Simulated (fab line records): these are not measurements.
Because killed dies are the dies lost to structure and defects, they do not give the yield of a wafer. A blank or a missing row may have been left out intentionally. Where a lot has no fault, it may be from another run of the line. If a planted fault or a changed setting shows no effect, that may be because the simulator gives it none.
A lot that was struck, set against a sound lot | flow sky130 | 15 steps out of a route of 708
Sound: wafers L451.1, L451.2, L451.6. Struck: wafer L461.5 (L461.3, L461.4, from the same lot, were not struck and are left out); the cause is given at the end.
Order at every step that has rows: each side's tool, ch and its chambers, its first start. Under that, the readings that differ: sound wafers | struck wafers | difference of the means | sigmas: that difference in standard deviations of wafers without a fault.
alike: words and numbers the same on both sides, and readings whose means are apart by under 2 such deviations; not compared: readings that were withheld, readings missing a value for some wafer, numbers with overlapping values and no deviation given by the record, and bounds like >300 which may hide the same value.
A row with sigmas, a row that says differs or no value, or rows on one side alone: a step with any of these is where the two part. Numbers that have no deviation but don't overlap get no sigmas and don't part them. A reading missing from all wafers of one side parts the sides only when that side holds two or more wafers.

first, 4 steps without rows for these wafers: SKY_LI_CONTACT_SOFTBAKE_08 (time 90 s); SKY_LI_CONTACT_EXPOSE_09 (exposes mask LICM1, target cd 170 nm); SKY_LI_CONTACT_PEB_10; SKY_LI_CONTACT_DEVELOP_11 (develop time 60 s).
SKY_LI_CONTACT_CD_MEAS_12 targets a cd of 170 nm.
  struck on cdSem-01, day 32 19:49; sound on cdSem-02, day 30 00:33
  alike: cdNm
SKY_LI_CONTACT_OVL_MEAS_13:
  struck on overlay-02, day 32 19:55; sound on overlay-02, day 30 00:40
  alike: LI_CONTACT_OVL
SKY_LI_CONTACT_ETCH_14: etches BARC in N2/H2, stops on SiO2, time 45.9 s, target depth 60 nm.
  sound on rieDiel-01 ch 0,2, day 30 00:42; struck on rieDiel-01 ch 3, day 32 19:56
  alike: drypumpMotorCurrentA, oesProductAu, throttleValvePct
  not compared: rfHoursCounterH
SKY_LI_CONTACT_ETCH_15: etches PSG in C4F8/O2/Ar, stops on Si, target depth 600 nm.
  sound on rieDiel-01 ch 0,2, day 30 00:44; struck on rieDiel-01 ch 3, day 32 19:59
  alike: oesProductAu
SKY_LI_CONTACT_STRIP_16: strips in O2/N2.
  sound on plasmaAsher-03 ch 0,1, day 30 00:50; struck on plasmaAsher-02 ch 1, day 32 20:05
  alike: drypumpMotorCurrentA, oesProductAu, stripTimeToEndpointS
  not compared: rfHoursCounterH
then, 2 steps without rows for these wafers: SKY_LI_CONTACT_CLEAN_17 (cleans in NMP, time 600 s); SKY_LI_CONTACT_PRE_CLEAN_18 (time 5.6 s).
SKY_LI_CONTACT_SPUTTER_19: material Ti, target thk 20 nm, time 106.37 s.
  struck on pvdSputter-04, day 32 20:22; sound on pvdSputter-01, day 30 01:07
  alike: throttleValvePct
SKY_LI_CONTACT_SPUTTER_20: material TiN, target thk 20 nm, time 80 s.
  struck on pvdSputter-04, day 32 20:26; sound on pvdSputter-01, day 30 01:12
reading                                       | sound             | struck | difference | sigmas
model.TiN_of_LI_CONTACT_SPUTTER_20.thkNm (nm) | 20.02 20.23 20.03 | 9.298  | -10.795    | 
  alike: throttleValvePct
SKY_LI_CONTACT_CVD_21: deposits W, target thk 400 nm, time 120.56 s.
  sound on cvdW-01 ch 0,1, day 30 01:16; struck on cvdW-02 ch 1, day 32 20:32
  alike: heaterPowerW, susceptorTempC
-- a jump in the record: the struck wafers' starts before and after are 16 days apart (it breaks off in module LI_CONTACT and resumes in module PAD_OPEN, where the first step shown is number 708 of the route) --
SKY_PAD_OPEN_PROBE_99:
  struck on prober-02, day 48 13:40; sound on prober-01, day 46 07:01
reading                                     | sound               | struck | difference | sigmas
model.etest.liconNdiff.rcOhm                | 187.9 183.2 182.2   | 275.1  | +90.7      | 
model.etest.nfetG5v0d10v5.rOnOhmUm          | 1912 1896 1907      | 1948   | +43        | 
model.etest.liconPdiff.rcOhm                | 593.2 601.7 579.9   | 665.4  | +73.8      | 
model.etest.nfet_01v8.rOnOhmUm              | 861.8 864.2 847.4   | 919.8  | +62.0      | 
model.etest.sonosUncharged.rOnOhmUm         | 807.9 814 800.6     | 882.3  | +74.8      | 
model.etest.liconPoly.rcOhm                 | 155.8 152.7 148     | 212    | +60        | 
model.etest.liconHighPo.rcOhm               | 358.1 351.3 341.5   | 410.3  | +60.0      | 
model.etest.diodeNdiffFingers.leakLog10ACm2 | -6.926 -6.54 -6.814 | -5.914 | +0.846     | 
  alike: killed_at_M0_to_M3, killed_at_M4_up, killedAtContacts, killedAtFrontEnd, killedAtOther, killedDies, killedOpen, killedShort

== WHERE THEY PART ==
Nowhere in this record.

WHY: whatever the simulator had introduced
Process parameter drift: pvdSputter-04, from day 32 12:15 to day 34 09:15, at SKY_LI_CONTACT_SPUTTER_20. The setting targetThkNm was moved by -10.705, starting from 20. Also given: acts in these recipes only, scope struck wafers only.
